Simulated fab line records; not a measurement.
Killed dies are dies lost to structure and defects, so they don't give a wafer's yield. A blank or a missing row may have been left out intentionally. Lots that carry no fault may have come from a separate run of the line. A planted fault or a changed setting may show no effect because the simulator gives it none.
Which tool did it? + flow sky130 + Sampling: 7 lots, 21 wafers, 2 of 708 route steps

== WHAT EACH GAUGE READ, for each wafer ==
SKY_VT_ADJUST_NCORE_TW_MEAS_11.
| lot  | measured     | on            | VT_ADJUST_NCORE_TW |
|------|--------------|---------------|--------------------|
| L372 | day 9 08:58  | film-metro-04 | 221.0 222.5 223.4  |
| L375 | day 10 03:38 | film-metro-03 | 222.1 220.8 222.3  |
| L377 | day 10 15:05 | film-metro-03 | 30.1 30.2 30.2     |
| L384 | day 12 19:53 | film-metro-03 | 219.3 220.6 219.7  |
| L387 | day 13 16:22 | film-metro-02 | 220.5 221.1 223.0  |
| L389 | day 14 15:39 | film-metro-03 | 221.2 220.6 220.7  |
| L391 | day 15 21:51 | film-metro-03 | 218.7 219.2 218.3  |

== EACH LOT AND THE TOOL THAT RAN IT (in order: tool; ch and the chambers of the sampled wafers; start) ==
| lot  | SKY_VT_ADJUST_NCORE_IMPLANT_09  |
|------|---------------------------------|
| L372 | implanter-04 ch 0, day 9 08:43  |
| L375 | implanter-03 ch 0, day 10 03:24 |
| L377 | implanter-04, day 10 14:51      |
| L384 | implanter-02 ch 0, day 12 19:38 |
| L387 | implanter-02 ch 0, day 13 16:07 |
| L389 | implanter-04 ch 0, day 14 15:24 |
| L391 | implanter-04 ch 0, day 15 21:38 |
- SKY_VT_ADJUST_NCORE_IMPLANT_09

== THE ANSWER, worked out from the rows above alone ==
Rule: the usual values come from the lots themselves. Put in order of their means at a reading, lots are off if they are a third of the lots or fewer, leave a main group of 4 or more, and stand apart from it by a gap of 3 or more times the standard deviation of the main group's means; of several such gaps the widest counts. A main group whose means are all the same, to the digits that the tables above print for the reading, isn't used. A lot without any number at a reading at which 4 lots or more have one is off too. Any other lot the step has rows for is counted as sound.
Off: L377, seen at SKY_VT_ADJUST_NCORE_TW_MEAS_11 (VT_ADJUST_NCORE_TW). For the main group the mean is 220.8 and the standard deviation 1.2.
If a tool, at a process step before that reading, ran all the lots that are off and no sound lot after the first of them, it fits. The gauges at SKY_VT_ADJUST_NCORE_TW_MEAS_11 are tried like those tools. Of those tried, none fits.

== WHAT WAS PUT IN BY THE SIMULATOR ==
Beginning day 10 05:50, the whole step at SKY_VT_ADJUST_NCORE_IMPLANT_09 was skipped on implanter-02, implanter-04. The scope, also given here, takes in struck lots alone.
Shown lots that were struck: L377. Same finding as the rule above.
